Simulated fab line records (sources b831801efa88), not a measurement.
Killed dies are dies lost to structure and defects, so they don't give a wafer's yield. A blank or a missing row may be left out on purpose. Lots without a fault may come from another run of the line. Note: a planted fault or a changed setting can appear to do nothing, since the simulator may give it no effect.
fab line records	flow gf180mcu
[record] lots = 24	wafers = 72	last-day = 34
route steps=602 shown STI@13 CONTACT@309 M1@319 V3@453 M4@460 M5@536
lots untouched by any fault: they come from a run of this same line in which no faults occurred
start-h: hours from the record's opening day to when the first of the lot's shown wafers began	wait-h: hours since the lot's step before	" unchanged from the row above	L1.1+2: one row covering several wafers at once	- value missing, or start not given	* or withheld: withheld	< > ~ a bound
route shown NAME@n: names a module that has steps shown in the file, with the first one's number in the route	usual: mean and standard deviation over wafers with no fault	same: alike in all rows	chamber/n: place in a boat	sites: each site's reading	_std_site: standard deviation of those values	_edge_site: mean of outer sites minus mean of inner sites	radius-mm: how far each site lies from the wafer's centre	mask NAME#n: copy n	behind: tool/chamber where the wafer was last shaped	hold: reason for holding the lot/hours on hold/outcome of the hold	device: transistor that didn't switch, given as n, p or np	end of line: the tests these same wafers got at the end of their route	step lacking rows: just its recipe	killed: at the first sort, the dies lost to defects and structure; wafer yield is something else	map: shows each die of a wafer: x if killed, . if not, _ if none is there
set.NAME: the run value of the setting; set.NAME@STEP: its run value at that earlier step	model.NAME: the simulator's own value behind a step, which no gauge read
one table for each step of the route and one row for each wafer, over a sample of lots
services: from which hour (start-h, from the record's first day; less than 0 if before it) a tool's chamber was out of use, for how many hours, and why
[[steps]]
[step GF_STI_CD_MEAS_12]
[recipe] target-cd-nm = 220
[usual] cd-nm = 220.3/1.1
lot.wafer	tool	chamber	start-h	wait-h	cd-nm
L074.1	cd-sem-02	-	24.34	0.1	222.7
L074.2	"	-	"	"	222.1
L074.6	"	-	"	"	220.8
L075.2	cd-sem-02	-	31.65	0.1	219.2
L075.3	"	-	"	"	219.9
L075.4	"	-	"	"	219.0
L076.1	cd-sem-01	-	37.13	0.1	221.5
L076.2	"	-	"	"	222.1
L076.3	"	-	"	"	220.5
L077.1	cd-sem-02	-	41.33	0.1	221.2
L077.3	"	-	"	"	220.3
L077.5	"	-	"	"	220.1
L078.1	cd-sem-02	-	46.63	0.1	218.2
L078.4	"	-	"	"	219.8
L078.5	"	-	"	"	218.8
L079.1	cd-sem-02	-	54.33	0.1	219.4
L079.4	"	-	"	"	219.1
L079.5	"	-	"	"	219.2
L080.1	cd-sem-02	-	61.58	0.1	222.0
L080.2	"	-	"	"	220.8
L080.3	"	-	"	"	220.7
L081.3	cd-sem-01	-	61.65	0.1	219.9
L081.5	"	-	"	"	219.9
L081.6	"	-	"	"	220.0
L082.3	cd-sem-02	-	71.72	0.1	220.1
L082.4	"	-	"	"	220.4
L082.5	"	-	"	"	219.4
L083.1	cd-sem-01	-	71.79	0.1	219.9
L083.3	"	-	"	"	219.9
L083.6	"	-	"	"	220.3
L084.3	cd-sem-01	-	77.78	0.1	220.1
L084.5	"	-	"	"	220.5
L084.6	"	-	"	"	219.7
L085.1	cd-sem-02	-	82.58	0.1	218.4
L085.2	"	-	"	"	219.3
L085.6	"	-	"	"	219.4
L086.4	cd-sem-02	-	86.49	0.1	219.9
L086.5	"	-	"	"	221.5
L086.6	"	-	"	"	220.9
L087.2	cd-sem-02	-	93.46	0.1	220.8
L087.3	"	-	"	"	219.5
L087.5	"	-	"	"	219.5
L088.2	cd-sem-02	-	102.75	0.1	219.7
L088.4	"	-	"	"	219.1
L088.5	"	-	"	"	220.2
L089.1	cd-sem-02	-	103.38	0.1	219.1
L089.2	"	-	"	"	219.1
L089.6	"	-	"	"	219.2
L090.1	cd-sem-02	-	107.54	0.1	219.7
L090.3	"	-	"	"	219.5
L090.6	"	-	"	"	218.7
L091.1	cd-sem-02	-	112.43	0.1	219.8
L091.3	"	-	"	"	221.3
L091.6	"	-	"	"	220.3
L092.4	cd-sem-01	-	117.55	0.1	221.5
L092.5	"	-	"	"	220.8
L092.6	"	-	"	"	220.6
L093.1	cd-sem-01	-	124.08	0.1	221.0
L093.2	"	-	"	"	222.7
L093.6	"	-	"	"	222.2
L094.1	cd-sem-01	-	128.38	0.1	220.4
L094.3	"	-	"	"	221.3
L094.4	"	-	"	"	221.5
L095.2	cd-sem-01	-	134.01	0.1	222.3
L095.4	"	-	"	"	220.9
L095.6	"	-	"	"	220.7
L096.2	cd-sem-01	-	138.36	0.1	219.5
L096.5	"	-	"	"	218.6
L096.6	"	-	"	"	220.0
L097.1	cd-sem-01	-	144.38	0.1	221.4
L097.4	"	-	"	"	221.0
L097.6	"	-	"	"	220.7
[step GF_CONTACT_SPUTTER_22]
[recipe] material = Ti	target-thk-nm = 15	chamber-pressure-pa = 5	power-w = 2500	substrate-temp-c = 200	time-s = 80.02
[usual] throttle-valve-pct = 29.8/1
lot.wafer	tool	chamber	start-h	wait-h	throttle-valve-pct
L074.1	pvd-sputter-04	-	350.06	0.0	30.5
L074.2	"	-	"	"	29.5
L074.6	"	-	"	"	31.3
L075.2	pvd-sputter-02	-	380.66	0.0	29.6
L075.3	"	-	"	"	30.5
L075.4	"	-	"	"	31.9
L076.1	pvd-sputter-04	-	396.15	0.0	30.9
L076.2	"	-	"	"	30.1
L076.3	"	-	"	"	29.8
L077.1	pvd-sputter-03	-	398.06	0.0	29.2
L077.3	"	-	"	"	29.1
L077.5	"	-	"	"	29.2
L078.1	pvd-sputter-04	-	412.64	0.0	31.1
L078.4	"	-	"	"	30.3
L078.5	"	-	"	"	30.3
L079.1	pvd-sputter-03	-	424.74	0.0	31.0
L079.4	"	-	"	"	29.0
L079.5	"	-	"	"	30.7
L081.3	pvd-sputter-03	-	430.70	0.0	30.7
L081.5	"	-	"	"	29.0
L081.6	"	-	"	"	30.8
L080.1	pvd-sputter-03	-	431.89	0.0	30.8
L080.2	"	-	"	"	29.0
L080.3	"	-	"	"	29.3
L082.3	pvd-sputter-03	-	445.35	0.0	29.2
L082.4	"	-	"	"	29.0
L082.5	"	-	"	"	29.1
L083.1	pvd-sputter-03	-	448.49	0.0	30.9
L083.3	"	-	"	"	29.4
L083.6	"	-	"	"	29.1
L084.3	pvd-sputter-04	-	466.11	0.0	29.6
L084.5	"	-	"	"	30.5
L084.6	"	-	"	"	29.0
L085.1	pvd-sputter-02	-	474.85	0.0	30.3
L085.2	"	-	"	"	30.9
L085.6	"	-	"	"	29.2
L087.2	pvd-sputter-04	-	479.07	0.0	29.1
L087.3	"	-	"	"	30.0
L087.5	"	-	"	"	30.1
L086.4	pvd-sputter-04	-	482.26	0.0	31.1
L086.5	"	-	"	"	29.7
L086.6	"	-	"	"	29.4
L088.2	pvd-sputter-02	-	500.32	0.0	32.0
L088.4	"	-	"	"	29.4
L088.5	"	-	"	"	29.2
L089.1	pvd-sputter-03	-	507.80	0.0	28.0
L089.2	"	-	"	"	29.4
L089.6	"	-	"	"	29.0
L090.1	pvd-sputter-04	-	509.70	0.0	29.2
L090.3	"	-	"	"	29.3
L090.6	"	-	"	"	29.9
L091.1	pvd-sputter-04	-	515.55	0.0	28.8
L091.3	"	-	"	"	29.7
L091.6	"	-	"	"	30.3
L092.4	pvd-sputter-03	-	528.14	0.0	29.3
L092.5	"	-	"	"	30.6
L092.6	"	-	"	"	28.8
L093.1	pvd-sputter-02	-	531.49	0.0	29.1
L093.2	"	-	"	"	32.0
L093.6	"	-	"	"	31.9
L094.1	pvd-sputter-04	-	538.84	0.0	29.9
L094.3	"	-	"	"	29.9
L094.4	"	-	"	"	31.2
L095.2	pvd-sputter-03	-	550.46	0.0	30.8
L095.4	"	-	"	"	28.0
L095.6	"	-	"	"	31.0
L096.2	pvd-sputter-02	-	552.04	0.0	30.5
L096.5	"	-	"	"	30.3
L096.6	"	-	"	"	29.3
L097.1	pvd-sputter-03	-	558.31	0.0	28.9
L097.4	"	-	"	"	29.4
L097.6	"	-	"	"	28.1
[step GF_M1_SPUTTER_04]
[recipe] material = TiN	target-thk-nm = 50	power-w = 6500	time-s = 41.7	chamber-pressure-pa = 0.4
[usual] throttle-valve-pct = 29.8/1.1
lot.wafer	tool	chamber	start-h	wait-h	throttle-valve-pct
L074.1	pvd-sputter-01	-	350.92	0.0	29.2
L074.2	"	-	"	"	28.8
L074.6	"	-	"	"	30.0
L075.2	pvd-sputter-01	-	381.52	0.0	28.7
L075.3	"	-	"	"	30.6
L075.4	"	-	"	"	30.0
L076.1	pvd-sputter-02	-	397.01	0.0	32.1
L076.2	"	-	"	"	30.1
L076.3	"	-	"	"	30.6
L077.1	pvd-sputter-02	-	398.93	0.0	30.7
L077.3	"	-	"	"	30.5
L077.5	"	-	"	"	30.2
L078.1	pvd-sputter-02	-	413.50	0.0	31.7
L078.4	"	-	"	"	29.0
L078.5	"	-	"	"	32.0
L079.1	pvd-sputter-01	-	425.60	0.0	28.8
L079.4	"	-	"	"	30.2
L079.5	"	-	"	"	29.0
L081.3	pvd-sputter-02	-	431.56	0.0	30.2
L081.5	"	-	"	"	29.2
L081.6	"	-	"	"	30.1
L080.1	pvd-sputter-02	-	432.75	0.0	32.0
L080.2	"	-	"	"	31.1
L080.3	"	-	"	"	30.6
L082.3	pvd-sputter-01	-	446.21	0.0	29.0
L082.4	"	-	"	"	30.6
L082.5	"	-	"	"	29.9
L083.1	pvd-sputter-03	-	449.35	0.0	30.8
L083.3	"	-	"	"	28.1
L083.6	"	-	"	"	28.1
L084.3	pvd-sputter-03	-	466.97	0.0	30.6
L084.5	"	-	"	"	28.8
L084.6	"	-	"	"	30.7
L085.1	pvd-sputter-03	-	475.71	0.0	30.9
L085.2	"	-	"	"	29.3
L085.6	"	-	"	"	30.8
L087.2	pvd-sputter-02	-	479.93	0.0	31.8
L087.3	"	-	"	"	30.6
L087.5	"	-	"	"	29.1
L086.4	pvd-sputter-03	-	483.12	0.0	28.2
L086.5	"	-	"	"	28.0
L086.6	"	-	"	"	30.8
L088.2	pvd-sputter-01	-	501.18	0.0	29.3
L088.4	"	-	"	"	29.8
L088.5	"	-	"	"	30.9
L089.1	pvd-sputter-01	-	508.66	0.0	29.2
L089.2	"	-	"	"	30.3
L089.6	"	-	"	"	30.2
L090.1	pvd-sputter-03	-	510.56	0.0	30.8
L090.3	"	-	"	"	29.2
L090.6	"	-	"	"	30.7
L091.1	pvd-sputter-01	-	516.41	0.0	28.6
L091.3	"	-	"	"	28.8
L091.6	"	-	"	"	29.9
L092.4	pvd-sputter-03	-	529.00	0.0	29.3
L092.5	"	-	"	"	29.1
L092.6	"	-	"	"	29.6
L093.1	pvd-sputter-03	-	532.35	0.0	29.0
L093.2	"	-	"	"	30.9
L093.6	"	-	"	"	30.8
L094.1	pvd-sputter-02	-	539.70	0.0	30.7
L094.3	"	-	"	"	32.1
L094.4	"	-	"	"	29.0
L095.2	pvd-sputter-03	-	551.61	0.0	30.7
L095.4	"	-	"	"	29.2
L095.6	"	-	"	"	29.0
L096.2	pvd-sputter-02	-	553.29	0.0	30.8
L096.5	"	-	"	"	32.0
L096.6	"	-	"	"	30.7
L097.1	pvd-sputter-01	-	559.36	0.0	28.9
L097.4	"	-	"	"	30.7
L097.6	"	-	"	"	30.3
[step GF_V3_RS_MEAS_24]
[recipe] thk-meas-gauge = four-point-probe	reads = W_of_V3_CVD_23+TiN_of_V3_SPUTTER_22+Ti_of_V3_SPUTTER_21
[usual] V3_W_RS = 0.329/0.0065
lot.wafer	tool	chamber	start-h	wait-h	V3_W_RS[ohm/sq]
L074.1	film-metro-04	-	502.00	0.1	0.335
L074.2	"	-	"	"	0.320
L074.6	"	-	"	"	0.322
L075.2	film-metro-02	-	534.01	0.3	0.327
L075.3	"	-	"	"	0.332
L075.4	"	-	"	"	0.328
L076.1	film-metro-04	-	549.71	0.1	0.323
L076.2	"	-	"	"	0.335
L076.3	"	-	"	"	0.323
L077.1	film-metro-02	-	550.51	0.1	0.325
L077.3	"	-	"	"	0.326
L077.5	"	-	"	"	0.333
L078.1	film-metro-02	-	564.82	0.1	0.331
L078.4	"	-	"	"	0.326
L078.5	"	-	"	"	0.333
L079.1	film-metro-02	-	575.68	0.1	0.322
L079.4	"	-	"	"	0.336
L079.5	"	-	"	"	0.320
L081.3	film-metro-04	-	582.15	0.1	0.334
L081.5	"	-	"	"	0.331
L081.6	"	-	"	"	0.331
L080.1	film-metro-03	-	582.17	0.1	0.315
L080.2	"	-	"	"	0.329
L080.3	"	-	"	"	0.333
L082.3	film-metro-04	-	593.10	0.2	0.314
L082.4	"	-	"	"	0.316
L082.5	"	-	"	"	0.318
L083.1	film-metro-02	-	594.84	0.1	0.335
L083.3	"	-	"	"	0.337
L083.6	"	-	"	"	0.338
L084.3	film-metro-03	-	612.46	0.1	0.331
L084.5	"	-	"	"	0.330
L084.6	"	-	"	"	0.329
L085.1	film-metro-02	-	621.01	0.1	0.330
L085.2	"	-	"	"	0.333
L085.6	"	-	"	"	0.338
L087.2	film-metro-03	-	625.05	0.1	0.319
L087.3	"	-	"	"	0.336
L087.5	"	-	"	"	0.320
L086.4	film-metro-04	-	626.34	0.1	0.332
L086.5	"	-	"	"	0.327
L086.6	"	-	"	"	0.326
L088.2	film-metro-02	-	640.83	0.1	0.339
L088.4	"	-	"	"	0.323
L088.5	"	-	"	"	0.320
L089.1	film-metro-02	-	649.51	0.1	0.336
L089.2	"	-	"	"	0.322
L089.6	"	-	"	"	0.336
L090.1	film-metro-04	-	650.21	0.1	0.320
L090.3	"	-	"	"	0.330
L090.6	"	-	"	"	0.324
L091.1	film-metro-02	-	652.11	0.1	0.329
L091.3	"	-	"	"	0.329
L091.6	"	-	"	"	0.331
L092.4	film-metro-02	-	667.31	0.1	0.327
L092.5	"	-	"	"	0.338
L092.6	"	-	"	"	0.323
L093.1	film-metro-04	-	668.20	0.1	0.337
L093.2	"	-	"	"	0.323
L093.6	"	-	"	"	0.319
L094.1	film-metro-04	-	673.40	0.1	0.335
L094.3	"	-	"	"	0.338
L094.4	"	-	"	"	0.320
L095.2	film-metro-02	-	682.62	0.1	0.332
L095.4	"	-	"	"	0.329
L095.6	"	-	"	"	0.324
L096.2	film-metro-02	-	685.19	0.1	0.325
L096.5	"	-	"	"	0.325
L096.6	"	-	"	"	0.332
L097.1	film-metro-03	-	690.80	0.1	0.329
L097.4	"	-	"	"	0.337
L097.6	"	-	"	"	0.333
[step GF_M4_SPUTTER_04]
[recipe] material = TiN	target-thk-nm = 50	power-w = 6500	time-s = 41.7	chamber-pressure-pa = 0.4
[usual] throttle-valve-pct = 29.7/0.83
lot.wafer	tool	chamber	start-h	wait-h	throttle-valve-pct
L074.1	pvd-sputter-03	-	502.66	0.0	28.3
L074.2	"	-	"	"	28.9
L074.6	"	-	"	"	28.3
L075.2	pvd-sputter-03	-	534.65	0.0	29.0
L075.3	"	-	"	"	28.2
L075.4	"	-	"	"	30.8
L076.1	pvd-sputter-03	-	550.37	0.0	28.1
L076.2	"	-	"	"	29.1
L076.3	"	-	"	"	28.9
L077.1	pvd-sputter-01	-	551.33	0.0	29.9
L077.3	"	-	"	"	29.2
L077.5	"	-	"	"	29.1
L078.1	pvd-sputter-01	-	565.48	0.0	29.8
L078.4	"	-	"	"	30.6
L078.5	"	-	"	"	28.6
L079.1	pvd-sputter-03	-	576.34	0.0	29.4
L079.4	"	-	"	"	28.7
L079.5	"	-	"	"	29.3
L081.3	pvd-sputter-03	-	582.77	0.0	29.3
L081.5	"	-	"	"	29.1
L081.6	"	-	"	"	29.3
L080.1	pvd-sputter-01	-	583.10	0.0	28.5
L080.2	"	-	"	"	30.1
L080.3	"	-	"	"	30.5
L082.3	pvd-sputter-01	-	593.74	0.0	30.2
L082.4	"	-	"	"	30.5
L082.5	"	-	"	"	30.1
L083.1	pvd-sputter-03	-	595.51	0.0	28.4
L083.3	"	-	"	"	30.8
L083.6	"	-	"	"	28.9
L084.3	pvd-sputter-04	-	613.08	0.0	31.2
L084.5	"	-	"	"	30.1
L084.6	"	-	"	"	28.9
L085.1	pvd-sputter-04	-	621.67	0.0	31.2
L085.2	"	-	"	"	30.0
L085.6	"	-	"	"	30.1
L087.2	pvd-sputter-04	-	626.24	0.0	30.3
L087.3	"	-	"	"	31.3
L087.5	"	-	"	"	29.8
L086.4	pvd-sputter-04	-	627.08	0.0	29.0
L086.5	"	-	"	"	30.1
L086.6	"	-	"	"	29.3
L088.2	pvd-sputter-03	-	641.47	0.0	29.3
L088.4	"	-	"	"	28.0
L088.5	"	-	"	"	29.3
L089.1	pvd-sputter-01	-	650.17	0.0	28.8
L089.2	"	-	"	"	30.1
L089.6	"	-	"	"	29.1
L090.1	pvd-sputter-04	-	650.87	0.0	30.1
L090.3	"	-	"	"	29.6
L090.6	"	-	"	"	31.1
L091.1	pvd-sputter-01	-	652.77	0.0	28.9
L091.3	"	-	"	"	30.0
L091.6	"	-	"	"	30.2
L092.4	pvd-sputter-04	-	667.91	0.0	29.2
L092.5	"	-	"	"	31.0
L092.6	"	-	"	"	29.8
L093.1	pvd-sputter-04	-	668.86	0.0	30.0
L093.2	"	-	"	"	31.2
L093.6	"	-	"	"	29.6
L094.1	pvd-sputter-04	-	674.09	0.0	30.1
L094.3	"	-	"	"	29.7
L094.4	"	-	"	"	29.0
L095.2	pvd-sputter-01	-	683.26	0.0	30.6
L095.4	"	-	"	"	30.0
L095.6	"	-	"	"	29.0
L096.2	pvd-sputter-04	-	685.83	0.0	29.6
L096.5	"	-	"	"	29.0
L096.6	"	-	"	"	30.4
L097.1	pvd-sputter-01	-	691.46	0.0	30.0
L097.4	"	-	"	"	29.2
L097.6	"	-	"	"	28.9
[step GF_M5_METAL_ETCH_10]
[recipe] chemistry = Cl2/BCl3	mask-material = KrF	target-depth-nm = 750.8	stop-on = SiO2	pressure-mtorr = 8	icp-w = 800	bias-w = 140	Cl2_flow_sccm = 80	bcl3-flow-sccm = 40	time-s = 125.1
[usual] drypump-motor-current-A = 5.8/0.61	oes-product-au = 0.987/0.0086	rf-fwd-power-W = 795.7/2.7	throttle-valve-pct = 28.233/0.011
lot.wafer	tool	chamber	start-h	wait-h	drypump-motor-current-A	oes-product-au	rf-fwd-power-W	rf-hours-counter-h	throttle-valve-pct
L074.1	rie-metal-02	1	599.45	0.0	6.2	0.990	795.4	11	28.220
L074.2	"	0	"	"	5.8	0.986	797.4	7	28.226
L074.6	"	1	"	"	6.2	1.001	799.6	-	28.235
L075.2	rie-metal-03	1	623.81	0.0	6.5	0.985	796.2	2	28.246
L075.3	"	1	"	"	6.5	0.979	794.5	-	28.245
L075.4	"	0	"	"	4.8	0.990	793.0	-	28.226
L076.1	rie-metal-04	0	638.01	0.0	6.2	0.996	788.7	7	28.223
L076.2	"	1	"	"	4.8	0.996	795.5	4	28.228
L076.3	"	0	"	"	6.2	0.991	793.3	-	28.213
L077.1	rie-metal-03	0	639.85	0.0	4.8	0.993	795.7	8	28.226
L077.3	"	0	"	"	4.8	0.983	798.2	-	28.220
L077.5	"	0	"	"	4.8	0.992	794.4	-	28.234
L078.1	rie-metal-03	0	651.21	0.0	4.8	0.987	795.0	8	28.230
L078.4	"	0	"	"	4.8	0.995	797.0	-	28.225
L078.5	"	1	"	"	6.5	0.985	790.4	-	28.235
L079.1	rie-metal-02	1	660.55	0.0	6.2	0.999	797.9	12	28.231
L079.4	"	0	"	"	5.8	0.982	790.5	-	28.231
L079.5	"	0	"	"	5.8	0.973	790.0	-	28.238
L081.3	rie-metal-03	0	667.74	0.1	4.8	0.992	794.4	-	28.231
L081.5	"	1	"	"	6.5	0.987	790.4	-	28.219
L081.6	"	0	"	"	4.8	0.991	792.8	-	28.224
L080.1	rie-metal-02	1	668.40	0.0	6.2	0.997	800.9	13	28.234
L080.2	"	0	"	"	5.8	0.974	793.6	9	28.242
L080.3	"	0	"	"	5.8	0.978	797.6	-	28.257
L082.3	rie-metal-03	1	676.95	0.1	6.5	0.985	800.2	-	28.245
L082.4	"	0	"	"	4.8	0.985	795.7	-	28.251
L082.5	"	0	"	"	4.9	0.995	793.1	-	28.230
L083.1	rie-metal-02	0	678.05	0.0	5.8	0.967	794.3	10	28.262
L083.3	"	1	"	"	6.2	0.997	791.9	-	28.219
L083.6	"	1	"	"	6.2	0.998	794.5	-	28.234
L084.3	rie-metal-02	1	695.79	0.1	6.2	0.998	797.8	-	28.235
L084.5	"	1	"	"	6.2	1.000	799.9	-	28.215
L084.6	"	0	"	"	5.8	0.979	793.1	-	28.235
L085.1	rie-metal-02	1	701.76	0.0	6.2	1.000	796.4	14	28.223
L085.2	"	0	"	"	5.8	0.976	801.2	10	28.255
L085.6	"	0	"	"	5.8	0.976	795.2	-	28.238
L087.2	rie-metal-02	0	706.35	0.1	5.8	0.971	794.6	-	28.239
L087.3	"	0	"	"	5.8	0.980	796.0	-	28.252
L087.5	"	0	"	"	5.8	0.976	797.8	-	28.242
L086.4	rie-metal-03	0	707.49	0.1	4.8	0.989	790.2	-	28.230
L086.5	"	1	"	"	6.5	0.994	791.7	-	28.225
L086.6	"	0	"	"	4.8	0.972	793.0	-	28.223
L088.2	rie-metal-03	1	721.05	0.0	6.5	0.993	791.5	6	28.233
L088.4	"	0	"	"	4.8	0.978	795.8	-	28.250
L088.5	"	0	"	"	4.8	0.989	797.3	-	28.238
L089.1	rie-metal-02	1	729.41	0.0	6.2	0.994	797.0	0	28.222
L089.2	"	0	"	"	5.8	0.971	797.7	12	28.245
L089.6	"	0	"	"	5.8	0.977	796.7	-	28.252
L090.1	rie-metal-04	0	729.50	0.0	6.1	0.991	794.7	10	28.217
L090.3	"	0	"	"	6.1	0.994	793.3	-	28.224
L090.6	"	0	"	"	6.1	0.988	796.5	-	28.231
L091.1	rie-metal-04	1	731.36	0.0	4.8	0.992	800.1	8	28.235
L091.3	"	0	"	"	6.1	0.999	795.4	-	28.215
L091.6	"	0	"	"	6.1	0.991	791.4	-	28.231
L092.4	rie-metal-02	0	741.19	0.1	5.8	0.972	796.8	-	28.266
L092.5	"	0	"	"	5.8	0.973	799.6	-	28.240
L092.6	"	1	"	"	6.2	0.996	797.5	-	28.246
L093.1	rie-metal-04	1	741.35	0.0	4.8	0.997	798.3	9	28.231
L093.2	"	0	"	"	6.2	0.982	791.8	11	28.218
L093.6	"	0	"	"	6.1	1.001	796.8	-	28.234
L094.1	rie-metal-02	1	742.66	0.0	6.2	0.997	798.3	1	28.243
L094.3	"	0	"	"	5.8	0.979	799.6	-	28.243
L094.4	"	1	"	"	6.2	0.996	797.3	-	28.211
L095.2	rie-metal-04	0	745.80	0.0	6.1	0.988	796.9	11	28.234
L095.4	"	1	"	"	4.9	0.984	800.1	-	28.230
L095.6	"	1	"	"	4.9	0.994	795.8	-	28.227
L096.2	rie-metal-02	1	746.31	0.0	6.2	0.998	797.1	1	28.232
L096.5	"	1	"	"	6.2	0.995	794.7	-	28.233
L096.6	"	0	"	"	5.8	0.977	796.4	-	28.257
L097.1	rie-metal-03	0	767.25	0.0	4.8	0.986	795.8	12	28.234
L097.4	"	0	"	"	4.8	0.993	792.0	-	28.234
L097.6	"	1	"	"	6.5	0.982	797.6	-	28.232
[[services]]
tool	chamber	start-h	hours	kind
pvd-sputter-01	-	369.77	4.6	repair
rie-metal-02	1	379.75	12.3	repair
pvd-sputter-04	-	385.74	6.9	repair
pvd-sputter-01	-	413.65	0.5	repair
pvd-sputter-03	-	415.82	8.1	repair
pvd-sputter-04	-	435.08	3.1	repair
pvd-sputter-01	-	474.95	6.7	repair
rie-metal-02	0	490.27	8.4	repair
pvd-sputter-02	-	507.27	22.3	repair
pvd-sputter-02	-	525.05	1.4	repair
pvd-sputter-02	-	543.64	8.2	repair
pvd-sputter-04	-	549.18	17.0	repair
rie-metal-03	1	555.65	14.5	repair
pvd-sputter-02	-	591.56	0.6	repair
pvd-sputter-03	-	609.21	2.7	repair
pvd-sputter-01	-	631.86	8.5	repair
rie-metal-02	-	646.82	1.4	repair
pvd-sputter-03	-	682.18	2.4	repair
rie-metal-02	-	683.72	1.0	repair
rie-metal-03	0	683.97	2.1	repair
rie-metal-02	-	691.19	1.4	pm
rie-metal-03	-	723.25	35.3	repair
pvd-sputter-02	-	745.47	0.8	repair
rie-metal-02	1	747.65	12.5	repair
[[key]]
fault none
